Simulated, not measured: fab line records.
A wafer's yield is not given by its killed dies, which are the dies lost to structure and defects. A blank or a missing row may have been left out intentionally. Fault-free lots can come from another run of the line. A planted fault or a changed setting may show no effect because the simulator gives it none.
fab line records	flow sky130	part 1 of 2: steps 1 to 32 of 44
record: lots: 5	wafers: 15	last-day: 49
route steps=708 shown NWELL@59 PWDE@84 VT_ADJUST_HVTP@85 VT_ADJUST_LVTN@97
lots that met no fault: taken from a fault-free run of the same line
start-h: start of the lot's first displayed wafer, in hours after the record's first day	wait-h: hours from the lot's prior step to this one	" unchanged from the row above	L1.1+2: a single row standing in for several wafers	- no value, or no start given	* or withheld: withheld	< > ~ a bound
route shown NAME@n: NAME is a module with steps in the file, n the number in the route of the first one	usual: mean and standard deviation over wafers with no fault	same: alike in all rows	chamber/n: place in a boat	sites: each site's reading	_std_site: standard deviation of those values	_edge_site: the outer-site mean with the inner-site mean subtracted	radius-mm: for every site, how far away it sits from the centre of the wafer	mask NAME#n: copy n	behind: the last tool/chamber to shape the wafer	hold: the reason the lot was held/the length of the hold in hours/how it ended	device: which transistor (n, p or np) failed to switch	end of line: tests of these same wafers at the route's end	for a step that has no rows: nothing shown but its recipe	killed: at the first sort, the dies lost to defects and structure; wafer yield is something else	map: dies across one wafer; x = killed, . = not, _ = none there
set.NAME: the run value of the setting; set.NAME@STEP: its run value at that earlier step	model.NAME: the simulator's own value behind a step, which no gauge read
certain route steps with their lots: each step a table, each wafer a row
services: the hour from which a tool's chamber was out of use, counted from the record's first day as start-h (under 0 if before that day), plus the number of hours and why
== steps ==
step: SKY_NWELL_SOFTBAKE_06
recipe: temp-c: 110	time-s: withheld
lot.wafer	tool	chamber	start-h	wait-h
L081.4+5+6	litho-track-04	0	117.47	0.1
L083.2+3+4	litho-track-01	0	127.85	0.1
L087.1+2+5	litho-track-02	0	149.81	0.1
L088.2+3+5	litho-track-04	0	158.41	0.1
L092.3+4+5	litho-track-02	0	180.58	0.1
step: SKY_NWELL_EXPOSE_07
recipe: mask-id: NWM	na: 0.6	source-shape: conventional	sigma-outer: 0.6	polarization: unpolarized	target-cd-nm: 840	dose-mj: 255
same: sigma-outer: 0.6
lot.wafer	tool	chamber	start-h	wait-h	mask
L081.4+5+6	iline-stepper-01	0	-	-	NWM#0
L083.2+3+4	iline-stepper-02	0	-	-	NWM#0
L087.1+2+5	iline-stepper-01	0	-	-	NWM#0
L088.2+3+5	iline-stepper-01	0	-	-	NWM#0
L092.3+4+5	iline-stepper-01	0	-	-	NWM#0
step: SKY_NWELL_PEB_08
recipe: temp-c: 115	time-s: withheld
lot.wafer	tool	chamber	start-h	wait-h
L081.4+5+6	litho-track-01	0	-	-
L083.2+3+4	litho-track-04	0	-	-
L087.1+2+5	litho-track-02	0	-	-
L088.2+3+5	litho-track-01	0	-	-
L092.3+4+5	litho-track-02	0	-	-
step: SKY_NWELL_DEVELOP_09
recipe: wall-angle-deg: 90	developer: TMAH	develop-time-s: 60	dev-temp-c: 23
usual: developer-temp-C: 23.02/0.11
lot.wafer	tool	chamber	start-h	wait-h	developer-temp-C
L081.4	litho-track-01	0	-	-	23.17
L081.5	"	0	"	"	23.06
L081.6	"	0	"	"	23.02
L083.2	litho-track-04	0	-	-	23.00
L083.3	"	0	"	"	23.13
L083.4	"	0	"	"	22.98
L087.1	litho-track-02	0	-	-	23.07
L087.2	"	0	"	"	23.12
L087.5	"	0	"	"	23.04
L088.2	litho-track-01	0	-	-	23.07
L088.3	"	0	"	"	22.86
L088.5	"	0	"	"	22.89
L092.3	litho-track-02	0	-	-	23.14
L092.4	"	0	"	"	23.10
L092.5	"	0	"	"	23.24
step: SKY_NWELL_OVL_MEAS_10
usual: NWELL_00_OVL: 0.5/1.3
lot.wafer	tool	chamber	start-h	wait-h	NWELL_00_OVL[nm]
L081.4	overlay-02	-	126.74	-	-0.1
L081.5	"	-	"	"	0.4
L081.6	"	-	"	"	0.6
L083.2	overlay-02	-	137.48	-	1.4
L083.3	"	-	"	"	1.1
L083.4	"	-	"	"	0.5
L087.1	overlay-01	-	159.66	-	1.1
L087.2	"	-	"	"	-1.6
L087.5	"	-	"	"	2.5
L088.2	overlay-01	-	168.02	-	-0.2
L088.3	"	-	"	"	0.9
L088.5	"	-	"	"	1.8
L092.3	overlay-02	-	190.77	-	1.5
L092.4	"	-	"	"	-0.6
L092.5	"	-	"	"	-2.2
step: SKY_NWELL_IMPLANT_11
recipe: species: P	energy-kev: 400	dose-cm2: 1.9e+13	tilt-deg: withheld
usual: end-station-pressure-torr: 5.07e-06/2.5e-07
lot.wafer	tool	chamber	start-h	wait-h	end-station-pressure-torr
L081.4	implanter-01	0	126.83	0.1	5.22e-06
L081.5	"	0	"	"	5.14e-06
L081.6	"	0	"	"	4.86e-06
L083.2	implanter-04	0	137.53	0.0	5.34e-06
L083.3	"	0	"	"	4.93e-06
L083.4	"	0	"	"	4.9e-06
L087.1	implanter-04	0	159.70	0.0	5.43e-06
L087.2	"	0	"	"	5.71e-06
L087.5	"	0	"	"	5.18e-06
L088.2	implanter-01	0	168.08	0.0	5.14e-06
L088.3	"	0	"	"	4.5e-06
L088.5	"	0	"	"	4.7e-06
L092.3	implanter-03	0	190.85	0.1	4.79e-06
L092.4	"	0	"	"	5.08e-06
L092.5	"	0	"	"	5.29e-06
step: SKY_NWELL_IMPLANT_12
recipe: species: P	energy-kev: 120	dose-cm2: 1.3e+12	tilt-deg: withheld
usual: end-station-pressure-torr: 5e-06/2.9e-07
lot.wafer	tool	chamber	start-h	wait-h	end-station-pressure-torr
L081.4	implanter-01	0	126.98	0.1	4.73e-06
L081.5	"	0	"	"	5.27e-06
L081.6	"	0	"	"	4.67e-06
L083.2	implanter-04	0	137.68	0.1	4.66e-06
L083.3	"	0	"	"	4.7e-06
L083.4	"	0	"	"	5.37e-06
L087.1	implanter-04	0	159.85	0.1	4.47e-06
L087.2	"	0	"	"	4.65e-06
L087.5	"	0	"	"	5.6e-06
L088.2	implanter-01	0	168.23	0.1	4.77e-06
L088.3	"	0	"	"	4.95e-06
L088.5	"	0	"	"	5.55e-06
L092.3	implanter-03	0	191.00	0.1	5.42e-06
L092.4	"	0	"	"	4.91e-06
L092.5	"	0	"	"	4.63e-06
step: SKY_NWELL_IMPLANT_13
recipe: species: P	energy-kev: 50	dose-cm2: 7e+11	tilt-deg: withheld
usual: end-station-pressure-torr: 4.98e-06/2.7e-07
lot.wafer	tool	chamber	start-h	wait-h	end-station-pressure-torr
L081.4	implanter-01	0	127.13	0.1	4.64e-06
L081.5	"	0	"	"	5.04e-06
L081.6	"	0	"	"	4.85e-06
L083.2	implanter-04	0	137.83	0.1	4.96e-06
L083.3	"	0	"	"	4.54e-06
L083.4	"	0	"	"	4.56e-06
L087.1	implanter-04	0	160.00	0.1	4.85e-06
L087.2	"	0	"	"	4.98e-06
L087.5	"	0	"	"	5.05e-06
L088.2	implanter-01	0	168.38	0.1	4.9e-06
L088.3	"	0	"	"	4.67e-06
L088.5	"	0	"	"	4.88e-06
L092.3	implanter-03	0	191.15	0.1	5.26e-06
L092.4	"	0	"	"	5.23e-06
L092.5	"	0	"	"	5.02e-06
step: SKY_NWELL_STRIP_14
recipe: chemistry: O2/N2	power-w: 1400	pressure-mtorr: 1500	platen-temp-c: withheld	o2-flow-sccm: 3000	n2-flow-sccm: 300	overash-fraction: 0.5
usual: drypump-motor-current-A: 5.9/0.46	oes-product-au: 0.722/0.0045	strip-time-to-endpoint-s: 36.89/0.11
lot.wafer	tool	chamber	start-h	wait-h	drypump-motor-current-A	oes-product-au	rf-hours-counter-h	strip-time-to-endpoint-s
L081.4	plasma-asher-03	0	127.24	0.1	6.2	0.719	-	36.93
L081.5	"	0	"	"	6.2	0.717	-	36.89
L081.6	"	1	"	"	6.2	0.726	-	36.88
L083.2	plasma-asher-03	0	137.96	0.1	6.2	0.724	45	37.11
L083.3	"	0	"	"	6.2	0.727	-	37.06
L083.4	"	1	"	"	6.2	0.727	-	37.01
L087.1	plasma-asher-01	1	160.15	0.1	4.9	0.719	4	36.75
L087.2	"	0	"	"	5.8	0.719	4	36.77
L087.5	"	0	"	"	5.8	0.742	-	36.75
L088.2	plasma-asher-03	1	168.50	0.1	6.2	0.712	48	36.70
L088.3	"	1	"	"	6.2	0.725	-	36.77
L088.5	"	1	"	"	6.2	0.722	-	36.81
L092.3	plasma-asher-01	0	191.28	0.1	5.8	0.716	-	36.97
L092.4	"	1	"	"	4.9	0.713	-	36.99
L092.5	"	1	"	"	4.9	0.717	-	36.88
step: SKY_NWELL_TW_MEAS_15
usual: NWELL_TW: 1825/7.9
lot.wafer	tool	chamber	start-h	wait-h	NWELL_TW
L081.4	film-metro-01	-	127.33	0.1	1829
L081.5	"	-	"	"	1832
L081.6	"	-	"	"	1835
L083.2	film-metro-01	-	138.07	0.1	1826
L083.3	"	-	"	"	1838
L083.4	"	-	"	"	1837
L087.1	film-metro-01	-	160.25	0.1	1819
L087.2	"	-	"	"	1809
L087.5	"	-	"	"	1816
L088.2	film-metro-01	-	168.61	0.1	1824
L088.3	"	-	"	"	1823
L088.5	"	-	"	"	1832
L092.3	film-metro-04	-	191.37	0.1	1833
L092.4	"	-	"	"	1820
L092.5	"	-	"	"	1829
step: SKY_NWELL_DEHYDRATE_16
recipe: temp-c: 200	time-s: 60
same: time-s: 60
lot.wafer	tool	chamber	start-h	wait-h
L081.4+5+6	litho-track-02	0	136.39	9.0
L083.2+3+4	litho-track-01	0	147.39	9.3
L087.1+2+5	litho-track-04	0	170.07	9.8
L088.2+3+5	litho-track-04	0	177.70	9.1
L092.3+4+5	litho-track-04	0	200.27	8.9
step: SKY_NWELL_HMDS_17
recipe: prime-time-s: 60	prime-temp-c: 120
lot.wafer	tool	chamber	start-h	wait-h
L081.4+5+6	litho-track-02	0	136.54	0.1
L083.2+3+4	litho-track-01	0	147.54	0.1
L087.1+2+5	litho-track-04	0	170.22	0.1
L088.2+3+5	litho-track-04	0	177.85	0.1
L092.3+4+5	litho-track-04	0	200.42	0.1
step: SKY_NWELL_COAT_18
recipe: spin-rpm: 2000	resist-thk-nm: 3000
lot.wafer	tool	chamber	start-h	wait-h
L081.4+5+6	litho-track-02	0	136.69	0.1
L083.2+3+4	litho-track-01	0	147.69	0.1
L087.1+2+5	litho-track-04	0	170.37	0.1
L088.2+3+5	litho-track-04	0	178.00	0.1
L092.3+4+5	litho-track-04	0	200.57	0.1
step: SKY_NWELL_SOFTBAKE_19
recipe: temp-c: 110	time-s: withheld
lot.wafer	tool	chamber	start-h	wait-h
L081.4+5+6	litho-track-02	0	136.86	0.1
L083.2+3+4	litho-track-01	0	147.85	0.1
L087.1+2+5	litho-track-04	0	170.52	0.1
L088.2+3+5	litho-track-04	0	178.15	0.1
L092.3+4+5	litho-track-04	0	200.74	0.1
step: SKY_NWELL_EXPOSE_20
recipe: mask-id: NWM_COMPLEMENT	na: 0.6	source-shape: conventional	sigma-outer: 0.6	polarization: unpolarized	target-cd-nm: 840	dose-mj: 260
same: sigma-outer: 0.6
lot.wafer	tool	chamber	start-h	wait-h	mask
L081.4+5+6	iline-stepper-02	0	-	-	NWM_COMPLEMENT#0
L083.2+3+4	iline-stepper-01	0	-	-	NWM_COMPLEMENT#0
L087.1+2+5	iline-stepper-02	0	-	-	NWM_COMPLEMENT#0
L088.2+3+5	iline-stepper-01	0	-	-	NWM_COMPLEMENT#0
L092.3+4+5	iline-stepper-02	0	-	-	NWM_COMPLEMENT#0
step: SKY_NWELL_PEB_21
recipe: temp-c: 115	time-s: withheld
lot.wafer	tool	chamber	start-h	wait-h
L081.4+5+6	litho-track-01	0	-	-
L083.2+3+4	litho-track-04	0	-	-
L087.1+2+5	litho-track-01	0	-	-
L088.2+3+5	litho-track-01	0	-	-
L092.3+4+5	litho-track-01	0	-	-
step: SKY_NWELL_DEVELOP_22
recipe: wall-angle-deg: 90	developer: TMAH	develop-time-s: 57.51	dev-temp-c: 23
usual: developer-temp-C: 22.98/0.11
lot.wafer	tool	chamber	start-h	wait-h	developer-temp-C
L081.4	litho-track-01	0	-	-	23.09
L081.5	"	0	"	"	23.05
L081.6	"	0	"	"	23.06
L083.2	litho-track-04	0	-	-	22.80
L083.3	"	0	"	"	22.87
L083.4	"	0	"	"	22.91
L087.1	litho-track-01	0	-	-	23.01
L087.2	"	0	"	"	22.97
L087.5	"	0	"	"	22.94
L088.2	litho-track-01	0	-	-	23.02
L088.3	"	0	"	"	23.08
L088.5	"	0	"	"	22.98
L092.3	litho-track-01	0	-	-	22.91
L092.4	"	0	"	"	23.02
L092.5	"	0	"	"	22.93
step: SKY_NWELL_OVL_MEAS_23
usual: NWELL_01_OVL: 0.7/1.3
lot.wafer	tool	chamber	start-h	wait-h	NWELL_01_OVL[nm]
L081.4	overlay-01	-	145.79	-	-0.8
L081.5	"	-	"	"	0.0
L081.6	"	-	"	"	2.3
L083.2	overlay-02	-	157.93	-	0.7
L083.3	"	-	"	"	-0.5
L083.4	"	-	"	"	1.4
L087.1	overlay-02	-	180.67	-	0.4
L087.2	"	-	"	"	0.0
L087.5	"	-	"	"	1.8
L088.2	overlay-01	-	188.62	-	1.8
L088.3	"	-	"	"	1.3
L088.5	"	-	"	"	0.5
L092.3	overlay-01	-	210.73	-	1.0
L092.4	"	-	"	"	0.1
L092.5	"	-	"	"	2.9
step: SKY_NWELL_IMPLANT_24
recipe: species: B	energy-kev: 140	dose-cm2: 9.2e+12	tilt-deg: withheld
usual: end-station-pressure-torr: 5.03e-06/2.6e-07
lot.wafer	tool	chamber	start-h	wait-h	end-station-pressure-torr
L081.4	implanter-01	0	145.88	0.1	5.03e-06
L081.5	"	0	"	"	5.24e-06
L081.6	"	0	"	"	5.47e-06
L083.2	implanter-01	0	158.22	0.3	5.27e-06
L083.3	"	0	"	"	5.01e-06
L083.4	"	0	"	"	5.06e-06
L087.1	implanter-03	0	180.70	0.0	4.86e-06
L087.2	"	0	"	"	5.47e-06
L087.5	"	0	"	"	5.46e-06
L088.2	implanter-03	0	188.68	0.0	5.21e-06
L088.3	"	0	"	"	5.06e-06
L088.5	"	0	"	"	4.98e-06
L092.3	implanter-03	0	210.80	0.1	5.28e-06
L092.4	"	0	"	"	5.25e-06
L092.5	"	0	"	"	5.45e-06
step: SKY_NWELL_STRIP_25
recipe: chemistry: O2/N2	power-w: 1400	pressure-mtorr: 1500	platen-temp-c: withheld	o2-flow-sccm: 3000	n2-flow-sccm: 300	overash-fraction: 0.5
usual: drypump-motor-current-A: 6.0/0.42	oes-product-au: 0.722/0.0045	strip-time-to-endpoint-s: 36.89/0.091
lot.wafer	tool	chamber	start-h	wait-h	drypump-motor-current-A	oes-product-au	rf-hours-counter-h	strip-time-to-endpoint-s
L081.4	plasma-asher-03	1	145.99	0.1	6.2	0.719	-	36.85
L081.5	"	1	"	"	6.2	0.721	-	37.01
L081.6	"	0	"	"	6.2	0.727	-	37.00
L083.2	plasma-asher-04	0	158.35	0.1	5.8	0.724	36	36.87
L083.3	"	1	"	"	6.4	0.724	-	36.93
L083.4	"	0	"	"	5.8	0.736	-	36.91
L087.1	plasma-asher-03	0	180.85	0.1	6.2	0.725	49	36.93
L087.2	"	1	"	"	6.2	0.718	49	36.90
L087.5	"	0	"	"	6.2	0.720	-	36.92
L088.2	plasma-asher-01	1	188.80	0.1	4.9	0.716	7	36.91
L088.3	"	1	"	"	4.9	0.718	-	36.90
L088.5	"	0	"	"	5.8	0.724	-	36.90
L092.3	plasma-asher-03	1	210.94	0.1	6.2	0.711	-	36.81
L092.4	"	0	"	"	6.2	0.719	-	36.80
L092.5	"	0	"	"	6.2	0.722	-	36.89
step: SKY_NWELL_TW_MEAS_26
usual: NWELL_2_TW: 497.6/2.5
lot.wafer	tool	chamber	start-h	wait-h	NWELL_2_TW
L081.4	film-metro-04	-	146.08	0.1	498.8
L081.5	"	-	"	"	495.7
L081.6	"	-	"	"	500.3
L083.2	film-metro-03	-	158.46	0.1	496.0
L083.3	"	-	"	"	496.4
L083.4	"	-	"	"	497.9
L087.1	film-metro-04	-	180.95	0.1	499.0
L087.2	"	-	"	"	499.2
L087.5	"	-	"	"	500.9
L088.2	film-metro-04	-	188.91	0.1	499.2
L088.3	"	-	"	"	498.8
L088.5	"	-	"	"	496.1
L092.3	film-metro-01	-	211.02	0.1	497.8
L092.4	"	-	"	"	498.2
L092.5	"	-	"	"	500.8
step: SKY_NWELL_CLEAN_27
recipe: chemistry: SC1/SC2	mix: 1:4:20	temp-c: 70	time-s: 150	dry: n2-spin
same: time-s: 150
lot.wafer	tool	chamber	start-h	wait-h
L081.4+5+6	wet-bench-03	0	146.11	0.0
L083.2+3+4	wet-bench-03	3	158.51	0.0
L087.1+2+5	wet-bench-04	0	181.01	0.1
L088.2+3+5	wet-bench-03	0	188.96	0.0
L092.3+4+5	wet-bench-04	2	211.06	0.0
step: SKY_NWELL_RTA_28
recipe: temp-c: 1050	time-s: 30	idle-temp-c: 650	ramp-up-c-per-s: 150	ramp-down-c-per-s: 90	ambient: N2
usual: lamp-power-pct: 25.30/0.051	wafer_temp_C_max: 1054.9/0.96
same: time-s: 30
lot.wafer	tool	chamber	start-h	wait-h	lamp-power-pct	wafer_temp_C_max
L081.4	rtp-anneal-02	0	146.21	0.1	25.30	1056.9
L081.5	"	0	"	"	25.27	1055.1
L081.6	"	0	"	"	25.37	1056.9
L083.2	rtp-anneal-02	0	158.57	0.0	25.29	1053.3
L083.3	"	0	"	"	25.29	1055.1
L083.4	"	0	"	"	25.30	1057.5
L087.1	rtp-anneal-02	0	181.07	0.0	25.31	1055.3
L087.2	"	0	"	"	25.30	1053.1
L087.5	"	0	"	"	25.21	1054.1
L088.2	rtp-anneal-02	0	189.03	0.0	25.40	1053.6
L088.3	"	0	"	"	25.28	1055.9
L088.5	"	0	"	"	25.35	1054.9
L092.3	rtp-anneal-02	0	211.15	0.0	25.31	1056.4
L092.4	"	0	"	"	25.33	1054.5
L092.5	"	0	"	"	25.27	1053.6
step: SKY_NWELL_RS_MEAS_29
recipe: thk-meas-gauge: four-point-probe
usual: NWELL_RS: 624.6/1.6
lot.wafer	tool	chamber	start-h	wait-h	NWELL_RS[ohm/sq]
L081.4	film-metro-01	-	146.32	0.1	628.2
L081.5	"	-	"	"	624.7
L081.6	"	-	"	"	625.0
L083.2	film-metro-01	-	158.68	0.1	624.0
L083.3	"	-	"	"	621.5
L083.4	"	-	"	"	623.8
L087.1	film-metro-01	-	181.17	0.1	622.2
L087.2	"	-	"	"	623.5
L087.5	"	-	"	"	622.8
L088.2	film-metro-03	-	189.13	0.1	628.2
L088.3	"	-	"	"	626.4
L088.5	"	-	"	"	626.2
L092.3	film-metro-03	-	211.26	0.1	626.4
L092.4	"	-	"	"	626.7
L092.5	"	-	"	"	626.7
step: SKY_NWELL_RS_MEAS_31
recipe: thk-meas-gauge: four-point-probe
usual: PWDE_RS: 5273/19
lot.wafer	tool	chamber	start-h	wait-h	PWDE_RS[ohm/sq]
L081.4	film-metro-01	-	146.56	0.1	5254
L081.5	"	-	"	"	5258
L081.6	"	-	"	"	5261
L083.2	film-metro-01	-	158.92	0.1	5248
L083.3	"	-	"	"	5275
L083.4	"	-	"	"	5261
L087.1	film-metro-01	-	181.41	0.1	5272
L087.2	"	-	"	"	5293
L087.5	"	-	"	"	5276
L088.2	film-metro-03	-	189.37	0.1	5257
L088.3	"	-	"	"	5277
L088.5	"	-	"	"	5274
L092.3	film-metro-03	-	211.50	0.1	5261
L092.4	"	-	"	"	5241
L092.5	"	-	"	"	5291
step: SKY_VT_ADJUST_HVTP_DEHYDRATE_00
recipe: temp-c: 200	time-s: 60
same: time-s: 60
lot.wafer	tool	chamber	start-h	wait-h
L081.4+5+6	litho-track-02	0	156.24	9.7
L083.2+3+4	litho-track-03	0	168.79	9.9
L087.1+2+5	litho-track-02	0	191.36	9.9
L088.2+3+5	litho-track-04	0	198.95	9.6
L092.3+4+5	litho-track-03	0	221.81	10.3
step: SKY_VT_ADJUST_HVTP_HMDS_01
recipe: prime-time-s: 60	prime-temp-c: 120
lot.wafer	tool	chamber	start-h	wait-h
L081.4+5+6	litho-track-02	0	156.39	0.1
L083.2+3+4	litho-track-03	0	168.94	0.1
L087.1+2+5	litho-track-02	0	191.51	0.1
L088.2+3+5	litho-track-04	0	199.10	0.1
L092.3+4+5	litho-track-03	0	221.96	0.1
step: SKY_VT_ADJUST_HVTP_COAT_02
recipe: resist: NOVOLAK	spin-rpm: 3000	resist-thk-nm: 1140
lot.wafer	tool	chamber	start-h	wait-h
L081.4+5+6	litho-track-02	0	156.54	0.1
L083.2+3+4	litho-track-03	0	169.09	0.1
L087.1+2+5	litho-track-02	0	191.66	0.1
L088.2+3+5	litho-track-04	0	199.25	0.1
L092.3+4+5	litho-track-03	0	222.11	0.1
step: SKY_VT_ADJUST_HVTP_SOFTBAKE_03
recipe: temp-c: 90	time-s: 60	resist: NOVOLAK
same: time-s: 60
lot.wafer	tool	chamber	start-h	wait-h
L081.4+5+6	litho-track-02	0	156.69	0.1
L083.2+3+4	litho-track-03	0	169.24	0.1
L087.1+2+5	litho-track-02	0	191.81	0.1
L088.2+3+5	litho-track-04	0	199.40	0.1
L092.3+4+5	litho-track-03	0	222.26	0.1
step: SKY_VT_ADJUST_HVTP_EXPOSE_04
recipe: mask-id: HVTPM	na: 0.6	source-shape: conventional	sigma-outer: 0.6	polarization: unpolarized	target-cd-nm: 380	dose-mj: 140
same: sigma-outer: 0.6
lot.wafer	tool	chamber	start-h	wait-h	mask
L081.4+5+6	iline-stepper-01	0	-	-	HVTPM#0
L083.2+3+4	iline-stepper-01	0	-	-	HVTPM#0
L087.1+2+5	iline-stepper-01	0	-	-	HVTPM#0
L088.2+3+5	iline-stepper-02	0	-	-	HVTPM#0
L092.3+4+5	iline-stepper-02	0	-	-	HVTPM#0
step: SKY_VT_ADJUST_HVTP_PEB_05
recipe: temp-c: withheld	time-s: *	resist: NOVOLAK
same: time-s: *
lot.wafer	tool	chamber	start-h	wait-h
L081.4+5+6	litho-track-03	0	-	-
L083.2+3+4	litho-track-02	0	-	-
L087.1+2+5	litho-track-03	0	-	-
L088.2+3+5	litho-track-02	0	-	-
L092.3+4+5	litho-track-04	0	-	-
step: SKY_VT_ADJUST_HVTP_DEVELOP_06
recipe: resist: NOVOLAK	developer: TMAH	develop-time-s: 57.7	dev-temp-c: 23
usual: developer-temp-C: 23.00/0.1
lot.wafer	tool	chamber	start-h	wait-h	developer-temp-C
L081.4	litho-track-03	0	166.44	0.1	23.06
L081.5	"	0	"	"	22.98
L081.6	"	0	"	"	22.99
L083.2	litho-track-02	0	178.99	0.1	22.97
L083.3	"	0	"	"	22.95
L083.4	"	0	"	"	22.98
L087.1	litho-track-03	0	201.31	0.1	22.88
L087.2	"	0	"	"	22.89
L087.5	"	0	"	"	22.92
L088.2	litho-track-02	0	209.08	0.1	22.89
L088.3	"	0	"	"	22.96
L088.5	"	0	"	"	23.03
L092.3	litho-track-04	0	232.87	0.1	23.02
L092.4	"	0	"	"	23.19
L092.5	"	0	"	"	23.22
